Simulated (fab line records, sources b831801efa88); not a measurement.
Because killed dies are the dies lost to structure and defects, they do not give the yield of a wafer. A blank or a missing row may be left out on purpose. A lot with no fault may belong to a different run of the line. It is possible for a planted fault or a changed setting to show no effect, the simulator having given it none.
Code-filled problem report in 8D (eight disciplines) form + flow gf180mcu + the parts of the form that need people (team, actions taken, sign-off) are left out

== 1. PROBLEM STATEMENT ==
Wafers without a fault read 6500.0 W, standard deviation 1.1; cathode-dc-power-W at GF_M2_SPUTTER_01 reads a mean of 7711.3 W on 6 wafers belonging to 2 lots. So: +99 or more standard deviations from the usual mean.
The step: material TiN, target thk 30 nm, time 25 s.
First seen on wafer L877.3, day 23 15:56, on pvd-sputter-01. The record has a number at this step for 18 wafers belonging to 6 lots. By rule, "out" or "out of limits" means more than 4 standard deviations away from the usual mean. The rest of the wafers with a number are treated as sound.

== 2. WHAT IT IS, WHAT IT ISN'T ==
| question                    | is                     | is not                                                                   |
|-----------------------------|------------------------|--------------------------------------------------------------------------|
| which readings at this step | cathode-dc-power-W     | -                                                                        |
| which lots                  | L877, L881             | L863, L864, L883, L885                                                   |
| which wafers of those lots  | all that have a number | -                                                                        |
| read on which tools         | pvd-sputter-01         | pvd-sputter-03, pvd-sputter-04                                           |
| when                        | from day 23 15:56      | up to then (6 sound wafers); but 6 sound wafers of L883, L885 came after |

== 3. WHAT RULES OUT EACH SUSPECT ==
Counting: a tool stays on the suspect list if, at a process step up to the reading, it processed all lots that are out and no sound lot following the first of them.
- pvd-sputter-01 at GF_M2_SPUTTER_00 (material Ti, target thk 37.5 nm, time 150 s): kept. It ran every lot that is out, first L877 (day 23 15:50), and no sound lot after that; its last sound lot up to then is L863 (day 18 14:08).
- pvd-sputter-01 at GF_M2_SPUTTER_01 (material TiN, target thk 30 nm, time 25 s): kept. It ran every lot that is out, first L877 (day 23 15:56), and no sound lot after that; its last sound lot up to then is L863 (day 18 14:14). Out on those wafers are its own readings of cathode-dc-power-W.
After counting, pvd-sputter-01 at GF_M2_SPUTTER_00 and pvd-sputter-01 at GF_M2_SPUTTER_01 remain.

== 4. THE CAUSE (what the simulator had put in) ==
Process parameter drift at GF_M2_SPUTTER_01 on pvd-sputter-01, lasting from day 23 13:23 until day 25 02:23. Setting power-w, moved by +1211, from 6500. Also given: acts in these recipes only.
After counting, 2 suspects remain, this tool included.

== 5. THE EFFECT CHAIN, in route order ==
Each row: a reading where the mean over the struck wafers with a number is more than 3 standard deviations away from the usual. Scope: only readings with a usual standard deviation given in the record; hours: median across lots of the time from each lot's start at the first step in this table that gives one to its start at this step; sigmas: change in usual standard deviations.
| hours | step             | reading            | usual    | on struck wafers | change  | sigmas      |
|-------|------------------|--------------------|----------|------------------|---------|-------------|
| 0     | GF_M2_SPUTTER_01 | cathode-dc-power-W | 6500.0 W | 7711.3           | +1211.3 | +99 or more |
Its process steps:
- GF_M2_SPUTTER_01: material TiN, target thk 30 nm, time 25 s.

== 6. WHAT WOULD HAVE CAUGHT IT SOONER ==
First out-of-limits reading in this record: day 23 15:56, which is 3 hours after fault onset at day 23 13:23.
